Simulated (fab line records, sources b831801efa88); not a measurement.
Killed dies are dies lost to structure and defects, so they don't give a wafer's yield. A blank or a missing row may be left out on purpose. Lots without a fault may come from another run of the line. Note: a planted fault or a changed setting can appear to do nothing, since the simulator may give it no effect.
fab line records ; flow sfqLine
record lots=12; wafers=36; lastDay=84
route steps=325 shown M1@59 I1@75 I2@104
lots untouched by any fault: they come from a run of this same line in which no faults occurred
startH: hours from the record's opening day to when the first of the lot's shown wafers began ; waitH: how many hours have passed since the lot's step before this one ; " as in the row above ; L1.1+2: several wafers, shown together as one row ; - no value, or no start given ; * or withheld: withheld ; < > ~ a bound
route shown NAME@n: names a module that has steps shown in the file, with the first one's number in the route ; usual: average and standard deviation across the fault-free wafers ; same: alike in all rows ; chamber/n: place in a boat ; sites: each site's reading ; _std_site: standard deviation of those values ; _edge_site: outer sites' mean less inner sites' ; radiusMm: how far each site lies from the wafer's centre ; mask NAME#n: copy n ; behind: the tool/chamber that last shaped the wafer ; hold: why the lot went on hold/how many hours it stayed there/how the hold came to an end ; device: which transistor (n, p or np) failed to switch ; end of line: the tests these same wafers got at the end of their route ; a step without rows: its recipe alone ; killed: the dies lost at the first sort to structure and to defects; this is not the yield of the wafer ; map: a wafer's dies, x killed, . not, _ none there
set.NAME: the setting the step ran with; set.NAME@STEP: the setting that earlier step ran with ; model.NAME: the simulator's own value behind a step, which no gauge read
the route's steps for a sample of lots (tables are steps, rows are wafers)
services: the hour from which a tool's chamber was out of use, counted from the record's first day as startH (under 0 if before that day), plus the number of hours and why
## steps
# step SFQ_TRILAYER_M1_DEP_SPUTTER_037
# recipe material=Nb; basePressurePa=1.33e-06; chamberPressurePa=0.1333; substrateTempC=20; resputterCathodeVoltageV=400; targetThkNm=200; powerW=2000; timeS=133.3
# usual throttleValvePct=30.4/0.93
lot.wafer;tool;chamber;startH;waitH;throttleValvePct
L881.2;pvdSputter-03;-;214.13;0.0;30.6
L881.5;pvdSputter-03;-;214.13;0.0;29.9
L881.6;pvdSputter-03;-;214.13;0.0;30.5
L882.1;pvdSputter-06;-;221.33;0.0;30.9
L882.2;pvdSputter-06;-;221.33;0.0;32.1
L882.4;pvdSputter-06;-;221.33;0.0;29.1
L883.1;pvdSputter-03;-;226.21;0.0;29.6
L883.2;pvdSputter-03;-;226.21;0.0;30.2
L883.5;pvdSputter-03;-;226.21;0.0;31.5
L884.2;pvdSputter-05;-;235.73;0.0;30.1
L884.3;pvdSputter-05;-;235.73;0.0;29.9
L884.4;pvdSputter-05;-;235.73;0.0;29.5
L888.1;pvdSputter-03;-;259.28;0.0;31.4
L888.2;pvdSputter-03;-;259.28;0.0;30.4
L888.5;pvdSputter-03;-;259.28;0.0;31.5
L892.4;pvdSputter-03;-;286.88;0.0;31.3
L892.5;pvdSputter-03;-;286.88;0.0;30.6
L892.6;pvdSputter-03;-;286.88;0.0;29.8
L893.2;pvdSputter-03;-;299.48;0.0;29.5
L893.3;pvdSputter-03;-;299.48;0.0;31.5
L893.4;pvdSputter-03;-;299.48;0.0;30.3
L894.1;pvdSputter-06;-;305.11;0.0;32.3
L894.2;pvdSputter-06;-;305.11;0.0;29.7
L894.6;pvdSputter-06;-;305.11;0.0;28.9
L897.1;pvdSputter-03;-;329.40;0.0;31.7
L897.3;pvdSputter-03;-;329.40;0.0;29.8
L897.5;pvdSputter-03;-;329.40;0.0;30.8
L901.1;pvdSputter-06;-;355.62;0.0;30.8
L901.5;pvdSputter-06;-;355.62;0.0;29.6
L901.6;pvdSputter-06;-;355.62;0.0;29.1
L902.2;pvdSputter-06;-;360.58;0.0;30.7
L902.4;pvdSputter-06;-;360.58;0.0;30.9
L902.5;pvdSputter-06;-;360.58;0.0;29.0
L904.1;pvdSputter-03;-;373.60;0.0;30.1
L904.4;pvdSputter-03;-;373.60;0.0;31.5
L904.5;pvdSputter-03;-;373.60;0.0;29.9
# step SFQ_M1_OVL_MEAS_911
# usual M1_OVL=-1/4.6
lot.wafer;tool;chamber;startH;waitH;M1_OVL[nm]
L881.2;overlay-02;-;281.82;0.1;-10
L881.5;overlay-02;-;281.82;0.1;-7
L881.6;overlay-02;-;281.82;0.1;-3
L882.1;overlay-01;-;290.21;0.1;-9
L882.2;overlay-01;-;290.21;0.1;-5
L882.4;overlay-01;-;290.21;0.1;-6
L883.1;overlay-02;-;296.21;0.1;-2
L883.2;overlay-02;-;296.21;0.1;0
L883.5;overlay-02;-;296.21;0.1;-6
L884.2;overlay-02;-;307.12;0.1;4
L884.3;overlay-02;-;307.12;0.1;1
L884.4;overlay-02;-;307.12;0.1;2
L888.1;overlay-02;-;336.97;0.1;-5
L888.2;overlay-02;-;336.97;0.1;-7
L888.5;overlay-02;-;336.97;0.1;-3
L892.4;overlay-02;-;367.76;0.1;-7
L892.5;overlay-02;-;367.76;0.1;-7
L892.6;overlay-02;-;367.76;0.1;-9
L893.2;overlay-02;-;381.20;0.1;3
L893.3;overlay-02;-;381.20;0.1;1
L893.4;overlay-02;-;381.20;0.1;-2
L894.1;overlay-02;-;389.70;0.1;-5
L894.2;overlay-02;-;389.70;0.1;-7
L894.6;overlay-02;-;389.70;0.1;-6
L897.1;overlay-01;-;416.99;0.1;-7
L897.3;overlay-01;-;416.99;0.1;-1
L897.5;overlay-01;-;416.99;0.1;6
L901.1;overlay-01;-;443.19;0.1;5
L901.5;overlay-01;-;443.19;0.1;5
L901.6;overlay-01;-;443.19;0.1;2
L902.2;overlay-01;-;446.80;0.1;4
L902.4;overlay-01;-;446.80;0.1;4
L902.5;overlay-01;-;446.80;0.1;3
L904.1;overlay-02;-;463.59;0.1;-3
L904.4;overlay-02;-;463.59;0.1;-1
L904.5;overlay-02;-;463.59;0.1;-5
# step SFQ_I1_BOW_MEAS_912
# recipe mode=bow
# usual I1_BOW=3/9.7
lot.wafer;tool;chamber;startH;waitH;I1_BOW[um]
L881.2;filmMetro-04;-;296.04;2.5;3
L881.5;filmMetro-04;-;296.04;2.5;10
L881.6;filmMetro-04;-;296.04;2.5;-5
L882.1;filmMetro-01;-;305.02;1.0;-8
L882.2;filmMetro-01;-;305.02;1.0;-1
L882.4;filmMetro-01;-;305.02;1.0;3
L883.1;filmMetro-04;-;314.02;1.0;6
L883.2;filmMetro-04;-;314.02;1.0;-6
L883.5;filmMetro-04;-;314.02;1.0;-9
L884.2;filmMetro-04;-;326.04;2.0;-4
L884.3;filmMetro-04;-;326.04;2.0;-4
L884.4;filmMetro-04;-;326.04;2.0;-1
L888.1;filmMetro-01;-;352.87;1.0;-8
L888.2;filmMetro-01;-;352.87;1.0;-6
L888.5;filmMetro-01;-;352.87;1.0;5
L892.4;filmMetro-04;-;376.93;1.6;5
L892.5;filmMetro-04;-;376.93;1.6;10
L892.6;filmMetro-04;-;376.93;1.6;10
L893.2;filmMetro-02;-;386.75;1.5;-2
L893.3;filmMetro-02;-;386.75;1.5;-8
L893.4;filmMetro-02;-;386.75;1.5;2
L894.1;filmMetro-01;-;394.08;1.0;21
L894.2;filmMetro-01;-;394.08;1.0;11
L894.6;filmMetro-01;-;394.08;1.0;-5
L897.1;filmMetro-02;-;421.07;1.5;11
L897.3;filmMetro-02;-;421.07;1.5;-1
L897.5;filmMetro-02;-;421.07;1.5;-5
L901.1;filmMetro-01;-;447.87;2.5;0
L901.5;filmMetro-01;-;447.87;2.5;3
L901.6;filmMetro-01;-;447.87;2.5;6
L902.2;filmMetro-02;-;451.67;1.0;-2
L902.4;filmMetro-02;-;451.67;1.0;-1
L902.5;filmMetro-02;-;451.67;1.0;-2
L904.1;filmMetro-01;-;468.45;1.5;13
L904.4;filmMetro-01;-;468.45;1.5;7
L904.5;filmMetro-01;-;468.45;1.5;-1
# step SFQ_TRILAYER_I2_CMP_CMP_064
# recipe material=SiO2; downForcePsi=3; platenRpm=60; padVelocityMS=0.94248
# usual motorCurrentA=10.3/1.1; timeToEndpointS=214/7
lot.wafer;tool;chamber;startH;waitH;motorCurrentA;timeToEndpointS
L881.2;cmp-01;1;450.34;1.3;9.9;209
L881.5;cmp-01;0;451.84;2.8;11.1;228
L881.6;cmp-01;1;451.84;2.8;9.9;219
L882.4;cmp-02;2;464.15;1.1;12.1;216
L882.2;cmp-02;3;464.15;1.1;10.3;207
L882.1;cmp-02;0;464.15;1.1;10.5;213
L883.2;cmp-01;0;473.89;0.1;12.0;217
L883.1;cmp-01;3;475.39;1.6;10.1;205
L883.5;cmp-01;1;476.39;2.5;9.2;213
L884.2;cmp-01;3;483.91;0.1;10.1;196
L884.3;cmp-01;0;483.91;0.1;12.3;207
L884.4;cmp-01;1;483.91;0.1;9.6;202
L888.2;cmp-02;1;524.28;5.7;11.2;202
L888.1;cmp-02;2;524.28;5.7;11.9;216
L888.5;cmp-02;1;526.44;7.8;10.7;211
L892.4;cmp-02;2;581.26;10.5;11.4;217
L892.6;cmp-02;3;581.26;10.5;10.6;215
L892.5;cmp-02;0;581.26;10.5;10.3;221
L893.2;cmp-01;1;585.75;6.6;9.4;220
L893.4;cmp-01;3;586.75;7.6;9.8;226
L893.3;cmp-01;0;586.75;7.6;12.6;230
L894.1;cmp-01;2;592.75;8.8;8.2;226
L894.2;cmp-01;3;592.75;8.8;9.9;224
L894.6;cmp-01;1;594.25;10.3;10.1;236
L897.3;cmp-02;1;612.18;3.7;11.0;219
L897.1;cmp-02;2;612.18;3.7;11.8;216
L897.5;cmp-02;1;614.18;5.6;10.3;224
L901.1;cmp-02;3;638.68;7.4;10.5;219
L901.5;cmp-02;3;640.68;9.4;10.0;214
L901.6;cmp-02;0;640.68;9.4;10.2;224
L902.4;cmp-02;1;642.18;7.3;10.8;218
L902.2;cmp-02;3;643.18;8.3;11.4;222
L902.5;cmp-02;1;644.18;9.3;10.2;217
L904.4;cmp-02;3;656.68;5.0;10.5;217
L904.1;cmp-02;1;657.68;6.0;10.8;212
L904.5;cmp-02;3;658.68;7.0;10.4;214
# step SFQ_TRILAYER_I2_METRO_MEASURE_065
# usual thkNm=199.7/0.97
lot.wafer;tool;chamber;startH;waitH;thkNm
L881.2;filmMetro-01;-;453.16;0.3;200.1
L881.5;filmMetro-01;-;453.16;0.3;201.4
L881.6;filmMetro-01;-;453.16;0.3;199.9
L882.1;filmMetro-02;-;466.77;0.1;198.8
L882.2;filmMetro-02;-;466.77;0.1;200.1
L882.4;filmMetro-02;-;466.77;0.1;200.5
L883.1;filmMetro-03;-;477.01;0.1;199.7
L883.2;filmMetro-03;-;477.01;0.1;198.4
L883.5;filmMetro-03;-;477.01;0.1;199.0
L884.2;filmMetro-02;-;487.23;0.3;198.4
L884.3;filmMetro-02;-;487.23;0.3;198.0
L884.4;filmMetro-02;-;487.23;0.3;199.0
L888.1;filmMetro-02;-;527.10;0.1;199.7
L888.2;filmMetro-02;-;527.10;0.1;199.8
L888.5;filmMetro-02;-;527.10;0.1;199.6
L892.4;filmMetro-03;-;583.48;0.6;199.8
L892.5;filmMetro-03;-;583.48;0.6;200.4
L892.6;filmMetro-03;-;583.48;0.6;199.4
L893.2;filmMetro-02;-;589.07;0.3;179.2
L893.3;filmMetro-02;-;589.07;0.3;179.1
L893.4;filmMetro-02;-;589.07;0.3;178.1
L894.1;filmMetro-01;-;594.87;0.1;178.2
L894.2;filmMetro-01;-;594.87;0.1;179.7
L894.6;filmMetro-01;-;594.87;0.1;179.2
L897.1;filmMetro-02;-;614.80;0.1;199.4
L897.3;filmMetro-02;-;614.80;0.1;199.0
L897.5;filmMetro-02;-;614.80;0.1;199.6
L901.1;filmMetro-01;-;641.80;0.1;200.1
L901.5;filmMetro-01;-;641.80;0.1;199.8
L901.6;filmMetro-01;-;641.80;0.1;200.8
L902.2;filmMetro-01;-;645.00;0.3;200.0
L902.4;filmMetro-01;-;645.00;0.3;200.2
L902.5;filmMetro-01;-;645.00;0.3;200.1
L904.1;filmMetro-03;-;659.80;0.1;199.7
L904.4;filmMetro-03;-;659.80;0.1;198.8
L904.5;filmMetro-03;-;659.80;0.1;198.8
# step SFQ_TRILAYER_I2_VIA_ETCH_VIA_ETCH_070
# recipe target=SiO2; stopOn=Nb; maskMaterial=PR; taperDeg=20; chemistry=CHF3; targetDepthNm=260; sourceW=500; biasW=78.43; pressureMtorr=30; timeS=withheld
# usual drypumpMotorCurrentA=5.7/0.3; oesProductAu=0.854/0.0048
lot.wafer;tool;chamber;startH;waitH;drypumpMotorCurrentA;oesProductAu
L881.2;rieDiel-01;3;588.20;0.0;5.9;0.844
L881.5;rieDiel-01;0;588.20;0.0;6.1;0.852
L881.6;rieDiel-01;1;588.20;0.0;5.1;0.856
L882.1;rieDiel-02;0;596.15;0.0;5.5;0.856
L882.2;rieDiel-02;2;596.15;0.0;4.9;0.856
L882.4;rieDiel-02;1;596.15;0.0;5.7;0.856
L883.1;rieDiel-04;1;604.55;0.0;5.3;0.855
L883.2;rieDiel-04;0;604.55;0.0;5.7;0.852
L883.5;rieDiel-04;0;604.55;0.0;5.7;0.853
L884.2;rieDiel-01;0;612.95;0.0;6.1;0.852
L884.3;rieDiel-01;3;612.95;0.0;5.9;0.852
L884.4;rieDiel-01;2;612.95;0.0;5.8;0.852
L888.1;rieDiel-02;3;652.55;0.0;5.4;0.864
L888.2;rieDiel-02;1;652.55;0.0;5.7;0.857
L888.5;rieDiel-02;0;652.55;0.0;5.5;0.855
L892.4;rieDiel-01;2;705.33;0.1;5.8;0.856
L892.5;rieDiel-01;3;705.33;0.1;5.9;0.858
L892.6;rieDiel-01;2;705.33;0.1;5.8;0.849
L893.2;rieDiel-01;0;708.85;0.0;6.1;0.810
L893.3;rieDiel-01;3;708.85;0.0;5.9;0.802
L893.4;rieDiel-01;3;708.85;0.0;5.9;0.799
L894.1;rieDiel-04;2;714.85;0.0;5.8;0.805
L894.2;rieDiel-04;1;714.85;0.0;5.3;0.805
L894.6;rieDiel-04;0;714.85;0.0;5.7;0.810
L897.1;rieDiel-02;1;737.20;0.0;5.7;0.855
L897.3;rieDiel-02;3;737.20;0.0;5.4;0.847
L897.5;rieDiel-02;0;737.20;0.0;5.5;0.859
L901.1;rieDiel-01;2;766.75;0.0;5.8;0.856
L901.5;rieDiel-01;0;766.75;0.0;6.1;0.854
L901.6;rieDiel-01;2;766.75;0.0;5.8;0.858
L902.2;rieDiel-01;0;769.15;0.0;6.1;0.852
L902.4;rieDiel-01;2;769.15;0.0;5.8;0.858
L902.5;rieDiel-01;3;769.15;0.0;5.9;0.852
L904.1;rieDiel-01;2;777.55;0.0;5.8;0.849
L904.4;rieDiel-01;0;777.55;0.0;6.1;0.853
L904.5;rieDiel-01;3;777.55;0.0;5.9;0.854
## services
tool;chamber;startH;hours;kind
cmp-02;-;198.51;0.5;repair
rieDiel-01;1;199.88;13.0;repair
cmp-02;-;205.17;0.4;repair
pvdSputter-03;-;210.81;3.1;repair
cmp-02;-;232.45;4.0;pm
cmp-02;-;236.45;5.6;pm
rieDiel-01;3;239.02;18.7;repair
rieDiel-01;3;295.23;5.1;repair
rieDiel-01;3;301.31;38.0;repair
pvdSputter-03;-;310.31;2.6;repair
rieDiel-01;2;323.16;8.9;repair
rieDiel-01;-;349.44;28.1;pm
cmp-02;-;360.39;0.5;repair
rieDiel-01;1;382.06;14.0;repair
rieDiel-01;3;382.53;10.4;repair
rieDiel-01;3;395.94;2.5;repair
cmp-02;-;397.33;1.0;repair
cmp-02;-;422.86;0.8;repair
cmp-02;-;423.18;3.5;repair
cmp-02;-;435.12;0.4;repair
cmp-02;-;436.95;0.7;repair
pvdSputter-03;-;448.73;9.9;repair
rieDiel-01;3;471.38;4.2;repair
pvdSputter-03;-;474.76;4.6;repair
## key
firstSign step=SFQ_TRILAYER_I2_CMP_CMP_064; reading=timeToEndpointS; direction=up; sigmas=1.9; usual=*; struck=*
effect step=SFQ_TRILAYER_I2_METRO_MEASURE_065; reading=thkNm; direction=down; sigmas=21; usual=199.7; struck=178.9
effect step=SFQ_TRILAYER_I2_VIA_ETCH_VIA_ETCH_070; reading=oesProductAu; direction=down; sigmas=10; usual=0.854; struck=0.805
metAt SFQ_TRILAYER_I2_CMP_CMP_064
struckLots L893,L894
notActingAt SFQ_TRILAYER_M1_DEP_SPUTTER_037,SFQ_M1_OVL_MEAS_911,SFQ_I1_BOW_MEAS_912
onsetBetween 483.91 585.75
fault kind=processParameterDrift; tool=cmp-01; chamber=-; onsetH=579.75; steps=SFQ_TRILAYER_I2_CMP_CMP_064; channel=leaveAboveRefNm; offset=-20; shape=step; endH=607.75; actsIn=theseRecipesOnly; stated=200
